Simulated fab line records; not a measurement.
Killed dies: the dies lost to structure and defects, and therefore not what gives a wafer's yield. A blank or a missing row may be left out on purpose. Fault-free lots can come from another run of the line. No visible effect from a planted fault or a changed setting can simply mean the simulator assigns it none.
A lot that was struck, set against a sound lot    flow sky130    32 steps out of a route of 708
Sound: these wafers, L917.1, L917.3, L917.4. Struck: wafers L930.1, L930.3, L930.5. At the end, the cause is stated.
At each step with rows: each side's tool, then ch and its chambers, then its first start. Under that, the readings that differ: sound wafers    struck wafers    difference of the means    sigmas: that difference in standard deviations of wafers without a fault.
alike: same words and numbers on both sides, and readings whose means sit less than 2 such deviations apart. not compared: any withheld reading, any reading some wafer has no value for, any bound like >300 that may hide the same value, and any number with overlapping values for which the record gives no deviation.
Wherever a step has rows on one side only, a row that says differs or no value, or a row with sigmas, the two part there. Non-overlapping numbers with no deviation appear without sigmas and do not part them. A reading missing from all wafers of one side parts the sides only when that side holds two or more wafers.

SKY_FIELD_ISO_BOW_MEAS_00:
  sound: film metro-03 at day 3 02:00; struck: film metro-04 at day 5 19:00
  alike: INCOMING_BOW
SKY_FIELD_ISO_OXIDATION_01: stabilise 600 s, purge 300 s, target thk 12 nm.
  sound on furnace-02 ch 0, day 3 02:07; struck on furnace-02 ch 0, day 5 21:47
reading                                           sound              struck            difference  sigmas
model.SiO2_of_FIELD_ISO_OXIDATION_01.thk nm (nm)  12.34 12.04 12.37  13.5 13.57 13.53  +1.3        
  alike: tube_center_temp_C_max
SKY_FIELD_ISO_THK_MEAS_02:
  sound: film metro-03 at day 3 03:38; struck: film metro-02 at day 5 23:17
reading                          sound              struck             difference  sigmas
FIELD_ISO_OXIDATION_00_THK (nm)  12.38 12.05 12.36  13.50 13.56 13.57  +1.28       +5
then, 1 step without rows for these wafers: SKY_FIELD_ISO_CVD_03 (deposits Si3N4 from DCS/NH3, target thk 165 nm, time 2830 s).
SKY_FIELD_ISO_THK_MEAS_04:
  sound: film metro-04 at day 3 09:05; struck: film metro-04 at day 6 01:52
  alike: FIELD_ISO_CVD_03_THK
then, 8 steps without rows for these wafers: SKY_FIELD_ISO_DEHYDRATE_05 (time 60 s); SKY_FIELD_ISO_HMDS_06 (prime time 60 s); SKY_FIELD_ISO_COAT_07 (resist thk 60 nm); SKY_FIELD_ISO_COAT_08 (resist thk 450 nm); SKY_FIELD_ISO_SOFTBAKE_09 (time 90 s); SKY_FIELD_ISO_EXPOSE_10 (exposes mask FOM, target cd 150 nm); SKY_FIELD_ISO_PEB_11; SKY_FIELD_ISO_DEVELOP_12 (develop time 60 s).
SKY_FIELD_ISO_CD_MEAS_13: the cd target is 150 nm.
  sound: cd sem-02 at day 4 01:19; struck: cd sem-02 at day 6 20:22
  alike: cd nm
SKY_FIELD_ISO_ETCH_14: etches BARC in N2/H2, stops on SiO2, time 45.9 s, target depth 60 nm.
  sound on rie diel-01 ch 0,2,3, day 4 01:26; struck on rie diel-02 ch 1,2,3, day 6 20:29
  alike: drypump motor current A, oes product au, throttle valve pct
  not compared: rf hours counter h
SKY_FIELD_ISO_ETCH_15: etches the open film in CHF3/O2, stops on Si, target depth 180 nm, time 72 s.
  sound on rie diel-01 ch 0,2,3, day 4 01:29; struck on rie diel-02 ch 1,2,3, day 6 20:32
  alike: drypump motor current A, oes product au, throttle valve pct
  not compared: rf hours counter h
SKY_FIELD_ISO_STRIP_16: strips in O2/N2.
  sound on plasma asher-02 ch 0,1, day 4 01:32; struck on plasma asher-04 ch 0,1, day 6 20:35
  alike: drypump motor current A, oes product au, strip time to endpoint s
  not compared: rf hours counter h
SKY_FIELD_ISO_ETCH_17: etches Si in HBr/Cl2/O2, target depth 342 nm, time 97.7 s.
  sound on rie si-01 ch 1,2,3, day 4 01:38; struck on rie si-02 ch 0,3, day 6 20:41
  alike: drypump motor current A, oes product au, throttle valve pct
  not compared: rf hours counter h
then, 5 steps without rows for these wafers: SKY_FIELD_ISO_WET_ETCH_18 (etches Si3N4 in H3PO4, target depth 25 nm, time 286 s); SKY_FIELD_ISO_CLEAN_19 (cleans in SC1/SC2, time 150 s); SKY_FIELD_ISO_CLEAN_20 (cleans in dHF, time 20 s); SKY_FIELD_ISO_WET_ETCH_21 (etches SiO2 in dHF, target depth 20 nm, time 400 s); SKY_FIELD_ISO_OXIDATION_22 (stabilise 600 s, purge 300 s, target thk 10 nm).
SKY_FIELD_ISO_THK_MEAS_23:
  sound: film metro-03 at day 4 03:09; struck: film metro-04 at day 7 04:13
  alike: FIELD_ISO_OXIDATION_01_THK
then, 1 step without rows for these wafers: SKY_FIELD_ISO_CVD_24 (deposits SiO2, target thk 595 nm, time 99.2 s).
SKY_FIELD_ISO_THK_MEAS_25:
  sound: film metro-02 at day 4 03:17; struck: film metro-02 at day 7 04:20
  alike: FIELD_ISO_CVD_24_THK
then, 1 step without rows for these wafers: SKY_FIELD_ISO_ANNEAL_26 (time 1800 s).
SKY_FIELD_ISO_CMP_27: polishes, stops on Si3N4, t overpolish 16 s, target thk 457.8 nm.
  sound on cmp-01 ch 1,2,3, day 4 06:05; struck on cmp-02 ch 1,2,3, day 7 16:53
  alike: motor current A
then, 1 step without rows for these wafers: SKY_FIELD_ISO_WET_ETCH_28 (etches SiO2 in dHF, target depth 23.7 nm, time 47 s).
SKY_FIELD_ISO_WET_ETCH_29: etches Si3N4 in H3PO4, target depth 160 nm, time 1825 s.
  sound on wet bench-03 ch 0, day 4 06:22; struck on wet bench-04 ch 3, day 7 17:09
reading                                           sound              struck             difference  sigmas
model.SiO2_of_FIELD_ISO_OXIDATION_01.thk nm (nm)  12.02 11.72 12.04  13.19 13.25 13.21  +1.29       
  alike: temp c
then, 1 step without rows for these wafers: SKY_FIELD_ISO_WET_ETCH_30 (etches SiO2 in dHF, target depth 25 nm, time 50 s).
-- here the record skips 44 days between the struck wafers' starts before and after, leaving off in module FIELD_ISO and picking up in module PAD_OPEN (first step shown: number 708 of the route) --
SKY_PAD_OPEN_PROBE_99:
  sound: prober-01 at day 47 22:32; struck: prober-01 at day 51 09:18
  alike: killed_at_M0_to_M3, killed_at_M4_up, killed at contacts, killed at front end, killed at other, killed dies, killed open, killed short

## WHERE THEY PART
Within this record, at SKY_FIELD_ISO_THK_MEAS_02 only. Later steps at which nothing parts them and some readings are alike: SKY_FIELD_ISO_THK_MEAS_04, SKY_FIELD_ISO_CD_MEAS_13, SKY_FIELD_ISO_ETCH_14, SKY_FIELD_ISO_ETCH_15, SKY_FIELD_ISO_STRIP_16, SKY_FIELD_ISO_ETCH_17, SKY_FIELD_ISO_THK_MEAS_23, SKY_FIELD_ISO_THK_MEAS_25, SKY_FIELD_ISO_CMP_27, SKY_FIELD_ISO_WET_ETCH_29, SKY_PAD_OPEN_PROBE_99.

WHY: the cause the simulator had injected
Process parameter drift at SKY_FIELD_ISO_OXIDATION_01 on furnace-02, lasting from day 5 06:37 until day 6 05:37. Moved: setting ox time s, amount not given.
